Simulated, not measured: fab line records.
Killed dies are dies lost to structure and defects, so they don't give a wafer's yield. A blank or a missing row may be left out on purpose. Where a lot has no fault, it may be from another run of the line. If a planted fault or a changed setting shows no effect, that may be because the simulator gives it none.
Which tool was responsible? + flow gf180mcu + 14 lots, 42 wafers sampled, at 4 steps of a route of 602

== WHAT EACH GAUGE READ, for each wafer ==
GF_POLY_GATE_THK_MEAS_17. Usual: POLY_GATE_OXIDATION_THK gives 4.00 nm (standard deviation 0.076).
| lot  | measured     | on            | POLY_GATE_OXIDATION_THK (nm) | flag |
|------|--------------|---------------|------------------------------|------|
| L325 | day 9 12:32  | film_metro-01 | 3.97 4.04 3.94               |      |
| L326 | day 9 13:49  | film_metro-04 | 4.07 4.05 4.13               |      |
| L327 | day 9 23:15  | film_metro-04 | 4.01 4.02 4.02               |      |
| L328 | day 10 06:35 | film_metro-02 | 4.02 3.98 3.92               |      |
| L331 | day 11 04:47 | film_metro-02 | 4.09 4.13 3.98               |      |
| L333 | day 11 12:50 | film_metro-02 | 4.02 4.09 4.10               |      |
| L334 | day 12 03:47 | film_metro-01 | 3.93 3.95 4.00               |      |
| L336 | day 12 13:26 | film_metro-04 | 3.91 4.01 3.93               |      |
| L338 | day 13 08:08 | film_metro-02 | 3.92 3.94 4.02               |      |
| L339 | day 13 13:21 | film_metro-01 | 4.02 4.00 3.98               |      |
| L340 | day 13 19:46 | film_metro-02 | 3.87 3.82 3.85               |      |
| L341 | day 14 03:16 | film_metro-04 | 3.89 3.85 3.93               |      |
| L344 | day 14 22:47 | film_metro-02 | 4.06 3.97 4.05               |      |
| L345 | day 15 10:31 | film_metro-04 | 4.05 4.05 4.10               |      |

GF_HV_LDD_TW_MEAS_50. Usual: HV_LDD_4_TW gives 573 (standard deviation 5.2).
| lot  | measured     | on            | HV_LDD_4_TW | flag |
|------|--------------|---------------|-------------|------|
| L325 | day 12 15:38 | film_metro-01 | 582 581 583 |      |
| L326 | day 12 16:50 | film_metro-03 | 569 567 566 |      |
| L327 | day 13 05:16 | film_metro-02 | 572 568 573 |      |
| L328 | day 13 12:34 | film_metro-02 | 569 572 570 |      |
| L331 | day 14 12:03 | film_metro-03 | 570 572 566 |      |
| L333 | day 14 21:03 | film_metro-03 | 567 567 569 |      |
| L334 | day 15 15:56 | film_metro-03 | 569 572 569 |      |
| L336 | day 16 03:01 | film_metro-02 | 571 573 570 |      |
| L338 | day 16 22:43 | film_metro-02 | 574 573 572 |      |
| L339 | day 17 02:51 | film_metro-03 | 569 573 572 |      |
| L340 | day 17 13:23 | film_metro-02 | 570 572 571 |      |
| L341 | day 17 21:04 | film_metro-02 | 572 570 571 |      |
| L344 | day 18 16:46 | film_metro-01 | 580 576 573 |      |
| L345 | day 19 06:23 | film_metro-01 | 585 583 585 |      |

GF_NSD_OVL_MEAS_08. Usual: NSD_OVL gives 0.4 nm (standard deviation 1.3).
| lot  | measured     | on         | NSD_OVL (nm)   | flag |
|------|--------------|------------|----------------|------|
| L325 | day 13 14:07 | overlay-02 | 3.4 2.6 0.7    |      |
| L326 | day 13 15:10 | overlay-02 | 2.4 1.5 0.9    |      |
| L327 | day 14 04:28 | overlay-02 | 3.5 0.4 1.1    |      |
| L328 | day 14 11:16 | overlay-02 | 1.6 0.1 1.0    |      |
| L331 | day 15 12:16 | overlay-02 | 2.7 2.0 1.0    |      |
| L333 | day 15 22:58 | overlay-01 | 1.0 1.8 0.4    |      |
| L334 | day 16 15:54 | overlay-01 | -1.3 -0.5 0.6  |      |
| L336 | day 17 04:20 | overlay-01 | -0.3 -0.7 0.3  |      |
| L338 | day 18 02:07 | overlay-01 | -1.0 -2.1 -2.1 |      |
| L339 | day 18 05:01 | overlay-02 | 0.9 2.9 1.9    |      |
| L340 | day 18 15:51 | overlay-02 | -0.7 -0.4 -1.1 |      |
| L341 | day 19 00:17 | overlay-02 | -0.5 1.1 -1.5  |      |
| L344 | day 19 19:31 | overlay-01 | 0.6 0.7 1.4    |      |
| L345 | day 20 09:48 | overlay-02 | -0.7 -0.4 -0.2 |      |

== WHAT TOOL EACH LOT RAN ON (gives the tool, then ch and the chambers of the sampled wafers, and finally the start) ==
| lot  | GF_HV_LDD_ETCHBACK_58              |
|------|------------------------------------|
| L325 | rie_diel-01 ch 0,1,3, day 12 18:29 |
| L326 | rie_diel-04 ch 0,2,3, day 12 19:55 |
| L327 | rie_diel-02 ch 1,2,3, day 13 08:07 |
| L328 | rie_diel-04 ch 2,3, day 13 15:26   |
| L331 | rie_diel-02 ch 0,1,2, day 14 14:55 |
| L333 | rie_diel-04 ch 1,2,3, day 15 00:43 |
| L334 | rie_diel-02 ch 0,1, day 15 18:47   |
| L336 | rie_diel-01 ch 1,3, day 16 05:53   |
| L338 | rie_diel-04 ch 0,1,3, day 17 02:06 |
| L339 | rie_diel-02 ch 0,1,3, day 17 05:43 |
| L340 | rie_diel-04 ch 0,1,3, day 17 16:14 |
| L341 | rie_diel-04 ch 1,2,3, day 18 00:02 |
| L344 | rie_diel-01 ch 1,2,3, day 18 19:37 |
| L345 | rie_diel-01 ch 0,1,3, day 19 09:17 |
- GF_HV_LDD_ETCHBACK_58: etches Si3N4 in CH3F/O2, stops on SiO2, time 100 s, target depth 90 nm.

== WHAT THE TOOLS THEMSELVES READ (means of the sampled wafers that have a number; where no wafer has one, the mark that the record gives instead) ==
GF_HV_LDD_ETCHBACK_58. Usual: drypump_motor_current_A 5.9 A, standard deviation 0.49; oes_product_au 0.843 a.u., standard deviation 0.0071; rf_fwd_power_W 397.7 W, standard deviation 1.4; throttle_valve_pct 10.560 %, standard deviation 0.0095.
| lot  | tool        | drypump_motor_current_A (A) | oes_product_au (a.u.) | rf_fwd_power_W (W) | throttle_valve_pct (%) | flag |
|------|-------------|-----------------------------|-----------------------|--------------------|------------------------|------|
| L325 | rie_diel-01 | 5.9                         | 0.845                 | 397.5              | 10.573                 |      |
| L326 | rie_diel-04 | 6.4                         | 0.840                 | 397.6              | 10.557                 |      |
| L327 | rie_diel-02 | 6.0                         | 0.846                 | 396.7              | 10.565                 |      |
| L328 | rie_diel-04 | 6.3                         | 0.831                 | 398.4              | 10.555                 |      |
| L331 | rie_diel-02 | 6.0                         | 0.839                 | 397.3              | 10.567                 |      |
| L333 | rie_diel-04 | 6.3                         | 0.837                 | 396.9              | 10.557                 |      |
| L334 | rie_diel-02 | 5.8                         | 0.843                 | 397.4              | 10.563                 |      |
| L336 | rie_diel-01 | 6.1                         | 0.855                 | 394.8              | 10.556                 |      |
| L338 | rie_diel-04 | 6.3                         | 0.848                 | 397.3              | 10.557                 |      |
| L339 | rie_diel-02 | 5.8                         | 0.848                 | 398.3              | 10.544                 |      |
| L340 | rie_diel-04 | 6.3                         | 0.849                 | 421.5              | 10.564                 | OFF  |
| L341 | rie_diel-04 | 6.3                         | 0.843                 | 419.6              | 10.560                 | OFF  |
| L344 | rie_diel-01 | 5.6                         | 0.841                 | 397.6              | 10.564                 |      |
| L345 | rie_diel-01 | 5.9                         | 0.843                 | 396.8              | 10.553                 |      |

== THE ANSWER, worked out from the rows above alone ==
Rule: take the mean of a lot's wafers that have a number; if it is more than 3 standard deviations from the usual mean, the lot is off. A lot without any number at a reading at which 4 lots or more have one is off too. The other lots that the step has rows for count as sound. After the gauges, taken in route order, come the tools' own readings; for these a lot's mean is taken, as printed above. At the first step where some lot is off, the reading lying furthest off is the one used; lots without a number count as furthest.
Off: L340, L341 (GF_HV_LDD_ETCHBACK_58, rf_fwd_power_W).
If a tool, at that step or one of the process steps before it, ran each lot that is off and ran no sound lot following the first of them, it fits. One fits: GF_HV_LDD_ETCHBACK_58 on rie_diel-04. Its last sound lot is L338 (day 17 02:06), its first lot that is off L340 (day 17 16:14): a fault that began between those two fits.
On the lots that are off, the tool's own readings at GF_HV_LDD_ETCHBACK_58 differ by more than 5 times the standard deviation of the sound lots' means, which bears it out; rf_fwd_power_W reads 420.6 W there versus 397.2 W on the sound lots.

== WHAT HAD BEEN PUT IN BY THE SIMULATOR ==
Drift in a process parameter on rie_diel-04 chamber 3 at GF_HV_LDD_ETCHBACK_58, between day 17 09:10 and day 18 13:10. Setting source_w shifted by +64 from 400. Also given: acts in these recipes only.
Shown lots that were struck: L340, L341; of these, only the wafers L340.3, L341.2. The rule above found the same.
